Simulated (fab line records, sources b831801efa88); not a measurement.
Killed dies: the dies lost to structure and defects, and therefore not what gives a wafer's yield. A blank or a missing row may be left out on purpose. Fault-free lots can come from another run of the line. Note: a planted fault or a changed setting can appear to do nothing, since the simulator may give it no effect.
fab line records	flow sky130
record lots=5	wafers=23
route steps=708 shown CAPM@548 VIA3@582 METAL4@598 VIA4@651
start-h: hours from the record's opening day to when the first of the lot's shown wafers began	wait-h: hours since the lot's step before	" as in the row above	L1.1+2: several wafers, shown together as one row	- no value present, or no start provided	* or withheld: withheld	< > ~ a bound
route shown NAME@n: a module of which the file shows steps, and the number in the route of the first	usual: average and standard deviation across the fault-free wafers	same: alike in all rows	chamber/n: place in a boat	sites: per-site readings	_std_site: how widely they spread, as a standard deviation	_edge_site: the outer-site mean with the inner-site mean subtracted	radius-mm: how far each site lies from the wafer's centre	mask NAME#n: copy n	behind: the last tool/chamber to shape the wafer	hold: the reason the lot was held/the length of the hold in hours/how it ended	device: which transistor (n, p or np) failed to switch	end of line: tests of these same wafers at the route's end	step lacking rows: just its recipe	killed: count of dies lost to structure and defects at first sort (not the wafer's yield)	map: per-die view of a wafer (x killed, . not killed, _ where there is no die)
set.NAME: the run value of the setting; set.NAME@STEP: its run value at that earlier step	model.NAME: the simulator's own value behind a step, which no gauge read
lots run with intentionally changed settings; tables by step, rows by wafer
## steps
# step SKY_CAPM_DEVELOP_11
# recipe resist=NOVOLAK	developer=TMAH	develop-time-s=60	dev-temp-c=23
lot.wafer	tool	chamber	start-h	wait-h	set.develop-time-s
L074.1+5	litho-track-03	0	874.59	0.1	60
L074.3+4+6	"	0	"	"	63.45
L076.2+4+6	litho-track-04	0	896.30	0.1	60
L077.1+4	litho-track-04	0	901.72	0.1	53.48
L077.2+3+6	"	0	"	"	60
L079.1+2+3+4+5	litho-track-03	0	925.84	0.1	60
L084.2+3+4	litho-track-03	0	958.61	0.1	65.27
L084.5+6	"	0	"	"	60
# step SKY_CAPM_METAL_ETCH_13
# recipe target-depth-nm=220	stop-on=SiO2	chemistry=Cl2/BCl3	target=TiN	pressure-mtorr=10	icp-w=900	bias-w=48.5	Cl2_flow_sccm=60	bcl3-flow-sccm=30	time-s=62.9
lot.wafer	tool	chamber	start-h	wait-h	set.develop-time-s@CAPM_DEVELOP_11	model.CAPM.cd-nm
L074.1	rie-metal-01	0	874.77	0.0	60	1002
L074.3	"	0	"	"	63.45	997.9
L074.4	"	0	"	"	63.45	1001
L074.5	"	0	"	"	60	1006
L074.6	"	0	"	"	63.45	998.2
L076.2	rie-metal-02	0	896.46	0.0	60	997.7
L076.4	"	1	"	"	60	1003
L076.6	"	1	"	"	60	1002
L077.1	rie-metal-04	0	901.91	0.0	53.48	1009
L077.2	"	1	"	"	60	996.5
L077.3	"	1	"	"	60	996.7
L077.4	"	0	"	"	53.48	1012
L077.6	"	1	"	"	60	997.4
L079.1	rie-metal-04	0	926.02	0.0	60	1000
L079.2	"	1	"	"	60	996
L079.3	"	0	"	"	60	998.4
L079.4	"	1	"	"	60	997.4
L079.5	"	1	"	"	60	997.5
L084.2	rie-metal-02	0	958.77	0.0	65.27	991.2
L084.3	"	0	"	"	65.27	991.3
L084.4	"	1	"	"	65.27	991.5
L084.5	"	0	"	"	60	1000
L084.6	"	1	"	"	60	1001
# step SKY_VIA3_EXPOSE_09
# recipe mask-id=VIM3	na=0.8	source-shape=annular	sigma-inner=0.55	sigma-outer=0.85	target-cd-nm=200	dose-mj=38
lot.wafer	tool	chamber	start-h	wait-h	mask	set.dose-mj
L074.1+3+6	krf-scanner-01	0	-	-	VIM3#0	38
L074.4+5	"	0	"	"	VIM3#0	40.79
L076.2+4+6	krf-scanner-02	0	-	-	VIM3#0	38
L077.1+3	krf-scanner-01	0	-	-	VIM3#0	38.94
L077.2+4+6	"	0	"	"	VIM3#0	38
L079.1+3+5	krf-scanner-02	0	-	-	VIM3#0	38
L079.2+4	"	0	"	"	VIM3#0	36.43
L084.2+3+5	krf-scanner-02	0	-	-	VIM3#0	36.46
L084.4+6	"	0	"	"	VIM3#0	38
# step SKY_VIA3_PEB_10
# recipe peb-temp-c=withheld	peb-time-s=withheld	resist=KrF-thick
# step SKY_VIA3_DEVELOP_11
# recipe develop-time-s=60	resist=KrF-thick	dev-temp-c=21
# step SKY_VIA3_CD_MEAS_12
# recipe target-cd-nm=200
# usual cd-nm=199.3/1.5
lot.wafer	tool	chamber	start-h	wait-h	set.dose-mj@VIA3_EXPOSE_09	cd-nm
L074.1	cd-sem-02	-	925.81	-	38	201.1
L074.3	"	-	"	"	38	200.2
L074.4	"	-	"	"	40.79	213.4
L074.5	"	-	"	"	40.79	212.6
L074.6	"	-	"	"	38	199.6
L076.2	cd-sem-02	-	948.73	-	38	198.6
L076.4	"	-	"	"	38	200.9
L076.6	"	-	"	"	38	200.7
L077.1	cd-sem-02	-	952.66	-	38.94	202.9
L077.2	"	-	"	"	38	197.7
L077.3	"	-	"	"	38.94	203.5
L077.4	"	-	"	"	38	198.0
L077.6	"	-	"	"	38	198.3
L079.1	cd-sem-01	-	977.19	-	38	200.3
L079.2	"	-	"	"	36.43	192.6
L079.3	"	-	"	"	38	200.1
L079.4	"	-	"	"	36.43	193.2
L079.5	"	-	"	"	38	201.3
L084.2	cd-sem-02	-	1007.68	-	36.46	191.0
L084.3	"	-	"	"	36.46	189.9
L084.4	"	-	"	"	38	198.8
L084.5	"	-	"	"	36.46	192.0
L084.6	"	-	"	"	38	198.2
# step SKY_VIA3_ETCH_14
# recipe chemistry=N2/H2	target=BARC	ion-energy-ev=200	source-w=500	bias-w=100	pressure-mtorr=30	n2-flow-sccm=100	h2-flow-sccm=200	stop-on=SiO2	time-s=45.9	target-depth-a=600
lot.wafer	tool	chamber	start-h	wait-h	set.bias-w	set.dose-mj@VIA3_EXPOSE_09	model.VIA3.cd-nm
L074.1	rie-diel-02	1	925.97	0.0	89.13	38	200.1
L074.3	"	3	"	"	89.13	38	199.5
L074.4	"	2	"	"	89.13	40.79	213.4
L074.5	"	3	"	"	100	40.79	211.1
L074.6	"	2	"	"	100	38	200
L076.2	rie-diel-02	1	948.87	0.0	100	38	198.8
L076.4+6	"	2	"	"	100	38	200.5
L077.1	rie-diel-02	0	952.82	0.0	100	38.94	203.1
L077.2	"	2	"	"	100	38	197.7
L077.3	"	3	"	"	94.74	38.94	202.4
L077.4	"	1	"	"	100	38	197.5
L077.6	"	1	"	"	94.74	38	198.4
L079.1	rie-diel-02	1	977.34	0.0	100	38	199
L079.2	"	2	"	"	100	36.43	192.6
L079.3	"	3	"	"	100	38	199.7
L079.4	"	0	"	"	88.25	36.43	193.6
L079.5	"	1	"	"	88.25	38	200.3
L084.2+5	rie-diel-02	2,3	1007.82	0.0	100	36.46	191.4
L084.3	"	3	"	"	100	36.46	188.9
L084.4+6	"	1,2	"	"	100	38	198.1
# step SKY_METAL4_SPUTTER_00
# recipe material=Ti	target-thk-nm=15	power-w=3000	time-s=10	chamber-pressure-pa=0.4
lot.wafer	tool	chamber	start-h	wait-h	set.time-s	model.Ti_of_METAL4_SPUTTER_00.thk-nm
L074.1	pvd-sputter-03	-	927.33	0.1	10	14.85
L074.3	"	-	"	"	10	14.48
L074.4	"	-	"	"	10	14.51
L074.5	"	-	"	"	10	14.47
L074.6	"	-	"	"	10	14.45
L076.2	pvd-sputter-01	-	950.27	0.2	10	15.31
L076.4	"	-	"	"	10	14.92
L076.6	"	-	"	"	10	15.41
L077.1	pvd-sputter-01	-	954.40	0.2	9.173	13.47
L077.2	"	-	"	"	10	14.65
L077.3	"	-	"	"	10	15.03
L077.4	"	-	"	"	9.173	13.64
L077.6	"	-	"	"	9.173	13.41
L079.1	pvd-sputter-03	-	978.74	0.2	10.68	15.61
L079.2	"	-	"	"	10	14.71
L079.3	"	-	"	"	10.68	15.75
L079.4	"	-	"	"	10.68	15.68
L079.5	"	-	"	"	10	14.74
L084.2	pvd-sputter-04	-	1009.28	0.1	10.66	15.89
L084.3	"	-	"	"	10.66	16.02
L084.4	"	-	"	"	10	14.81
L084.5	"	-	"	"	10	14.74
L084.6	"	-	"	"	10	14.85
# step SKY_METAL4_SPUTTER_04
# recipe material=TiN	target-thk-nm=70	power-w=6500	time-s=58.3	chamber-pressure-pa=0.4
lot.wafer	tool	chamber	start-h	wait-h	set.time-s	model.TiN_of_METAL4_SPUTTER_04.thk-nm
L074.1	pvd-sputter-03	-	927.43	0.0	53.26	62.56
L074.3	"	-	"	"	58.3	68.82
L074.4	"	-	"	"	53.26	63.74
L074.5	"	-	"	"	58.3	69.51
L074.6	"	-	"	"	58.3	69.75
L076.2	pvd-sputter-01	-	950.38	0.0	58.3	71.23
L076.4	"	-	"	"	58.3	70.84
L076.6	"	-	"	"	58.3	71.3
L077.1	pvd-sputter-01	-	954.51	0.0	58.3	70.18
L077.2	"	-	"	"	58.3	69.54
L077.3	"	-	"	"	58.3	70.82
L077.4	"	-	"	"	58.3	70.39
L077.6	"	-	"	"	58.3	69.7
L079.1	pvd-sputter-03	-	978.84	0.0	58.3	68.44
L079.2	"	-	"	"	62.78	73.33
L079.3	"	-	"	"	62.78	73.61
L079.4	"	-	"	"	58.3	68.96
L079.5	"	-	"	"	58.3	68.63
L084.2	pvd-sputter-04	-	1009.39	0.0	60.86	72.7
L084.3	"	-	"	"	60.86	72.22
L084.4	"	-	"	"	58.3	68.62
L084.5	"	-	"	"	58.3	69.76
L084.6	"	-	"	"	60.86	72.34
# step SKY_VIA4_ETCH_12
# recipe target=SiO2	chemistry=C4F8/O2/Ar	stop-on=TiN	mask-material=NOVOLAK	source-w=1500	bias-w=1200	pressure-mtorr=40	c4f8-flow-sccm=withheld	O2_flow_sccm=6	Ar_flow_sccm=300	time-s=withheld	target-depth-a=5800
lot.wafer	tool	chamber	start-h	wait-h	set.bias-w	set.time-s@METAL4_SPUTTER_04	model.TiN_of_METAL4_SPUTTER_04.thk-nm
L074.1	rie-diel-04	3	1001.91	0.0	1339	*	61.78
L074.3	"	2	"	"	1200	*	68.82
L074.4	"	0	"	"	1339	*	62.95
L074.5	"	1	"	"	1200	*	69.51
L074.6	"	2	"	"	1339	*	68.97
L076.2	rie-diel-04	3	1024.55	0.0	1200	*	71.23
L076.4	"	1	"	"	1200	*	70.84
L076.6	"	0	"	"	1200	*	71.3
L077.1	rie-diel-01	2	1027.20	0.0	1200	*	70.18
L077.2	"	0	"	"	1200	*	69.54
L077.3	"	1	"	"	1200	*	70.82
L077.4	"	3	"	"	1268	*	69.99
L077.6	"	1	"	"	1268	*	69.32
L079.1	rie-diel-04	0	1051.25	0.0	1200	*	68.44
L079.2	"	3	"	"	1096	*	73.33
L079.3	"	2	"	"	1200	*	73.61
L079.4	"	1	"	"	1096	*	68.96
L079.5	"	0	"	"	1096	*	68.63
L084.2	rie-diel-04	1	1077.90	0.0	1200	*	72.7
L084.3	"	2	"	"	1200	*	72.22
L084.4	"	3	"	"	1200	*	68.62
L084.5	"	2	"	"	1200	*	69.76
L084.6	"	1	"	"	1200	*	72.34
# step SKY_VIA4_CMP_21
# recipe stop-on=SiO2	t-overpolish-s=25	down-force-psi=3.5	platen-rpm=60	target-thk-nm=0	pad-velocity-m-s=0.94248
# usual overpolish-run-s=25.000/0.0075
lot.wafer	tool	chamber	start-h	wait-h	set.t-overpolish-s	overpolish-run-s
L074.4	cmp-01	2	1002.97	0.0	25	25.010
L074.1	"	3	"	"	19.87	19.857
L074.3	"	1	"	"	25	25.001
L074.6	"	2	"	"	19.87	19.874
L074.5	"	3	"	"	19.87	19.877
L076.2	cmp-02	2	1025.62	0.0	25	25.005
L076.4	"	1	"	"	25	25.017
L076.6	"	3	"	"	25	25.004
L077.2	cmp-01	1	1028.39	0.2	25	25.005
L077.3	"	2	"	"	31.19	31.188
L077.1	"	3	"	"	31.19	31.185
L077.4	"	0	"	"	25	24.989
L077.6	"	2	"	"	25	25.010
L079.1	cmp-01	3	1053.43	1.2	28.97	28.986
L079.3	"	0	"	"	28.97	28.971
L079.4	"	1	"	"	25	24.986
L079.2	"	2	"	"	25	24.995
L079.5	"	3	"	"	28.97	28.977
L084.2	cmp-01	2	1079.03	0.1	20.5	20.494
L084.4	"	3	"	"	25	25.011
L084.3	"	0	"	"	20.5	20.498
L084.5	"	2	"	"	25	24.986
L084.6	"	3	"	"	25	24.994
## key
split step=SKY_CAPM_DEVELOP_11	setting=develop-time-s	stated=60	by=wafer
response step=SKY_CAPM_METAL_ETCH_13	reading=model.CAPM.cd-nm	change=-1.14	per=1%	r=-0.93
split step=SKY_VIA3_EXPOSE_09	setting=dose-mj	stated=38	by=wafer
response step=SKY_VIA3_CD_MEAS_12	reading=cd-nm	change=+1.8	per=1%	r=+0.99
response step=SKY_VIA3_ETCH_14	reading=model.VIA3.cd-nm	change=+1.72	per=1%	r=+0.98
split step=SKY_VIA3_ETCH_14	setting=bias-w	stated=100	by=wafer
response none clear
split step=SKY_METAL4_SPUTTER_00	setting=time-s	stated=10	by=wafer
response step=SKY_METAL4_SPUTTER_00	reading=model.Ti_of_METAL4_SPUTTER_00.thk-nm	change=+0.159	per=1%	r=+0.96
split step=SKY_METAL4_SPUTTER_04	setting=time-s	stated=58.3	by=wafer
response step=SKY_METAL4_SPUTTER_04	reading=model.TiN_of_METAL4_SPUTTER_04.thk-nm	change=+0.684	per=1%	r=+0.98
response step=SKY_VIA4_ETCH_12	reading=model.TiN_of_METAL4_SPUTTER_04.thk-nm	change=+0.713	per=1%	r=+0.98
split step=SKY_VIA4_ETCH_12	setting=bias-w	stated=1200	by=wafer
response none clear
split step=SKY_VIA4_CMP_21	setting=t-overpolish-s	stated=25	by=wafer
response step=SKY_VIA4_CMP_21	reading=overpolish-run-s	change=+0.25	per=1%	r=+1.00
